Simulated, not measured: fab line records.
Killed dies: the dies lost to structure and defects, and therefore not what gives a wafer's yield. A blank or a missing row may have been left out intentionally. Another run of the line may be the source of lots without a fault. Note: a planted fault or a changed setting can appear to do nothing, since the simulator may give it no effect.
Which tool is to blame? ; flow gf180mcu ; Sampling: 11 lots, 33 wafers, 5 of 602 route steps

WHAT THE GAUGES READ, wafer by wafer
GF_V1_THK_MEAS_03.
lot;measured;on;V1_CVD_02_THK (nm)
L373;day 17 09:31;film metro-02;864 876 857
L375;day 18 06:48;film metro-02;843 840 856
L376;day 18 07:07;film metro-03;832 862 853
L377;day 18 17:31;film metro-03;846 856 874
L381;day 20 06:06;film metro-04;832 832 858
L385;day 21 16:40;film metro-03;840 842 854
L386;day 22 01:47;film metro-03;839 841 850
L387;day 22 09:59;film metro-04;840 845 852
L389;day 23 07:54;film metro-03;945 849 874 944 849 873
L394;day 24 15:58;film metro-02;860 851 854
L395;day 24 17:32;film metro-04;843 843 861

GF_V1_CD_MEAS_14: the cd target is 260 nm.
lot;measured;on;cd nm (nm)
L373;day 18 09:47;cd sem-02;258.4 258.6 259.5
L375;day 19 06:53;cd sem-01;259.5 260.0 259.4
L376;day 19 07:26;cd sem-01;260.4 261.3 260.4
L377;day 19 18:08;cd sem-02;260.0 257.6 259.3
L381;day 21 06:14;cd sem-02;261.7 261.6 261.1
L385;day 22 16:15;cd sem-02;258.3 259.8 259.8
L386;day 23 06:32;cd sem-01;259.1 259.3 258.7
L387;day 23 10:03;cd sem-01;259.6 259.0 259.8
L389;day 24 05:46;cd sem-01;262.4 261.2 261.0
L394;day 25 13:54;cd sem-02;260.3 260.9 260.5
L395;day 25 15:28;cd sem-02;260.5 259.7 261.8

TOOL THAT RAN EACH LOT (tool first, then ch and the chambers of the sampled wafers, then the start)
lot;GF_CONTACT_SPUTTER_23;GF_V1_CVD_02;GF_V1_CMP_04
L373;pvd sputter-01, day 16 08:46;pecvd-04 ch 1,2, day 17 09:26;cmp-01 ch 1,2,3, day 17 09:53
L375;pvd sputter-01, day 17 05:48;pecvd-04 ch 0,1, day 18 06:44;cmp-01 ch 0,1,2, day 18 06:52
L376;pvd sputter-02, day 17 06:09;pecvd-02 ch 1,2, day 18 07:01;cmp-02 ch 0,2,3, day 18 07:18
L377;pvd sputter-01, day 17 14:41;pecvd-03 ch 0,2, day 18 17:26;cmp-02 ch 0,1,3, day 18 17:40
L381;pvd sputter-03, day 19 04:04;pecvd-04 ch 1,2, day 20 06:02;cmp-02 ch 0,2, day 20 06:09
L385;pvd sputter-01, day 20 15:13;pecvd-02 ch 0,2, day 21 16:34;cmp-01 ch 0,2,3, day 21 16:42
L386;pvd sputter-01, day 21 00:37;pecvd-03 ch 0,1,2, day 22 01:43;cmp-02 ch 0,1,3, day 22 01:51
L387;pvd sputter-02, day 21 08:16;pecvd-02 ch 0,1, day 22 09:55;cmp-01 ch 2,3, day 22 10:13
L389;pvd sputter-03, day 22 02:26;pecvd-03 ch 0,1,2, day 23 07:50;cmp-01 ch 0,1, day 23 10:28
L394;pvd sputter-02, day 23 16:17;pecvd-02 ch 0,1,2, day 24 15:54;cmp-01 ch 1,2,3, day 24 16:06
L395;pvd sputter-02, day 23 17:35;pecvd-02 ch 1,2, day 24 17:28;cmp-02 ch 0,1,2, day 24 17:36
- GF_CONTACT_SPUTTER_23: material TiN, target thk 10 nm, time 40 s.
- GF_V1_CVD_02: deposits SiO2 from TEOS, target thk 850 nm, time 94.851 s.
- GF_V1_CMP_04: polishes SiO2.

AS READ BY THE TOOLS THEMSELVES (means over the sampled wafers that have a number; for cases with no such wafer, the mark the record gives instead)
GF_CONTACT_SPUTTER_23.
lot;tool;chamber pressure pa (Pa);throttle valve pct (%)
L373;pvd sputter-01;5.005;30.0
L375;pvd sputter-01;5.005;30.8
L376;pvd sputter-02;5.009;29.1
L377;pvd sputter-01;4.999;30.5
L381;pvd sputter-03;4.992;28.7
L385;pvd sputter-01;4.997;30.5
L386;pvd sputter-01;4.996;30.7
L387;pvd sputter-02;4.997;28.9
L389;pvd sputter-03;5.004;30.2
L394;pvd sputter-02;4.984;29.1
L395;pvd sputter-02;4.999;29.4

GF_V1_CVD_02.
lot;tool;heater power w (W);run length s (s)
L373;pecvd-04;590;122.8
L375;pecvd-04;750;122.9
L376;pecvd-02;725;122.5
L377;pecvd-03;741;122.4
L381;pecvd-04;622;122.6
L385;pecvd-02;746;122.2
L386;pecvd-03;724;122.4
L387;pecvd-02;726;122.7
L389;pecvd-03;738;126.1
L394;pecvd-02;665;122.3
L395;pecvd-02;766;122.4

GF_V1_CMP_04.
lot;tool;motor current A (A);retaining ring pressure frac;time to endpoint s (s)
L373;cmp-01;11.4;1.003;91
L375;cmp-01;10.9;1.000;84
L376;cmp-02;12.1;0.997;78
L377;cmp-02;12.4;0.995;82
L381;cmp-02;11.5;1.003;79
L385;cmp-01;10.8;0.997;74
L386;cmp-02;12.8;1.003;74
L387;cmp-01;11.4;1.000;78
L389;cmp-01;10.9;1.009;98
L394;cmp-01;11.5;1.000;81
L395;cmp-02;13.0;1.004;82

THE ANSWER, worked out from the rows above alone
Rule: what is usual is taken from the lots themselves. The widest of any qualifying gaps counts: lots, ordered by their means at a reading, are off when they make up no more than a third of the lots, leave a main group of 4 or more, and stand apart from it by 3 or more times the standard deviation of that group's means. A main group is skipped when, at the precision printed for the reading in the tables above, its means are all equal. Also off: a lot with no number at a reading for which 4 or more lots have one. The other lots that the step has rows for count as sound. Order of review: gauges by route order, followed by the tools' own readings, for which a lot's mean as printed above is used. The first step at which some lot is off is used, and at that step the reading that is off furthest; a lot without a number counts as furthest.
Off: at GF_V1_THK_MEAS_03 (V1_CVD_02_THK), L389. The main group: mean 850 nm, standard deviation 7.3.
If a tool, at a process step before that reading, ran all the lots that are off and no sound lot after the first of them, it fits. Not tried: the gauges at GF_V1_THK_MEAS_03; whatever is off there is also off at GF_V1_CVD_02, on other tools, and gauge error can't account for it. Can't be told from this: 2 tools fit, pvd sputter-03 at GF_CONTACT_SPUTTER_23, pecvd-03 at GF_V1_CVD_02.

WHAT THE SIMULATOR HAD PUT IN
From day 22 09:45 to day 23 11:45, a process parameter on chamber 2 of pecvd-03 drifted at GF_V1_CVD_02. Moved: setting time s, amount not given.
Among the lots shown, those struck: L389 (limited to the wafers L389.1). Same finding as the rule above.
